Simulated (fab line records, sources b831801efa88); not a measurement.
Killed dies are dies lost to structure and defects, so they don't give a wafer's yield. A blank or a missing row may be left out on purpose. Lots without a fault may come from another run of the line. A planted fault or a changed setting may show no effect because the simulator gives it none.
Chamber matching | flow gf180mcu | GF_V2_ETCH_16 on rie_diel-04: 4 sister chambers
The step etches BARC in N2/H2. 4 wafers are shown with their chamber, then 8 later ones without.

WAFERS WITH THEIR CHAMBER
wafer  | chamber | drypump_motor_current_A (A)
L086.5 | 2       | 5.6
L088.3 | 3       | 5.2
L088.6 | 1       | 5.8
L093.1 | 0       | 5.3

WAFERS WITHOUT THEIR CHAMBER
wafer  | drypump_motor_current_A (A)
L093.2 | 5.7
L093.5 | 5.7
L094.1 | 5.4
L094.4 | 5.6
L094.6 | 5.8
L097.2 | 5.6
L097.3 | 5.3
L097.6 | 5.6

WHICH CHAMBER EACH WENT THROUGH
wafer  | from the rows above          | in truth
L093.2 | can't be placed: 1 or 2      | 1
L093.5 | can't be placed: 1 or 2      | 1
L094.1 | can't be placed: 0 or 2 or 3 | 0
L094.4 | 2                            | 2
L094.6 | 1                            | 1
L097.2 | 2                            | 2
L097.3 | can't be placed: 0 or 3      | 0
L097.6 | 2                            | 2
Placed correctly: 4 of 8. Can't be placed from these rows: 4 (the true chamber is among the candidates in 4). Placed wrongly: 0.
How it was worked out, from the rows above alone: a wafer's distance from a chamber is the root of the sum, over the readings, of the square of ((its reading less the chamber's mean) divided by the reading's scatter). The wafer belongs to the nearest chamber; if the next one is less than 2 further off, it can't be placed. A chamber's mean is the mean of its shown wafers. The scatter: with one shown wafer a chamber, the root of the mean of the squares of how far each hidden wafer lies from its nearest shown one.
